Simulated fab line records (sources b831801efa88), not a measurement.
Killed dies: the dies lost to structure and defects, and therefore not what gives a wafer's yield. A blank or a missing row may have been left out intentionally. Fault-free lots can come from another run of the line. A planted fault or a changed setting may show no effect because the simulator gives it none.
Which of the tools did it? | flow sky130 | Sampling: 7 lots, 21 wafers, 2 of 708 route steps

## WHAT EACH GAUGE READ, for each wafer
SKY_VT_ADJUST_HVTP_CD_MEAS_07: the cd target is 380 nm.
lot  | measured     | on        | cd nm (nm)
L631 | day 7 05:18  | cd sem-02 | 381.6 380.0 380.5
L632 | day 7 17:26  | cd sem-02 | 380.5 381.4 380.9
L634 | day 8 12:04  | cd sem-02 | 377.4 376.7 379.0
L637 | day 8 14:57  | cd sem-01 | 377.9 379.0 379.7
L645 | day 10 17:44 | cd sem-02 | 376.7 378.3 377.3
L647 | day 11 07:53 | cd sem-01 | 379.1 381.1 377.8
L649 | day 11 21:38 | cd sem-02 | 377.1 376.4 378.5

## EACH LOT AND THE TOOL THAT RAN IT (in order: tool; ch and the chambers of the sampled wafers; start)
lot  | SKY_PWDE_STRIP_09
L631 | plasma asher-02 ch 0,1, day 4 21:39
L632 | plasma asher-03 ch 1, day 5 08:56
L634 | plasma asher-04 ch 0,1, day 6 01:00
L637 | plasma asher-04 ch 0,1, day 6 04:25
L645 | plasma asher-03 ch 0,1, day 8 00:46
L647 | plasma asher-04 ch 0,1, day 8 12:36
L649 | plasma asher-04 ch 0,1, day 9 00:52
- SKY_PWDE_STRIP_09: strips in O2/N2.

## THE ANSWER, worked out from the rows above alone
Rule: what is usual is taken from the lots themselves. The widest of any qualifying gaps counts: lots, ordered by their means at a reading, are off when they make up no more than a third of the lots, leave a main group of 4 or more, and stand apart from it by 3 or more times the standard deviation of that group's means. Not used: any main group whose means are identical at the precision the tables above print for the reading. A lot without any number at a reading at which 4 lots or more have one is off too. Where the step has rows for the other lots, those lots are counted as sound.
None of the lots is off at any reading shown; this tells nothing.

## WHAT THE SIMULATOR HAD INSERTED
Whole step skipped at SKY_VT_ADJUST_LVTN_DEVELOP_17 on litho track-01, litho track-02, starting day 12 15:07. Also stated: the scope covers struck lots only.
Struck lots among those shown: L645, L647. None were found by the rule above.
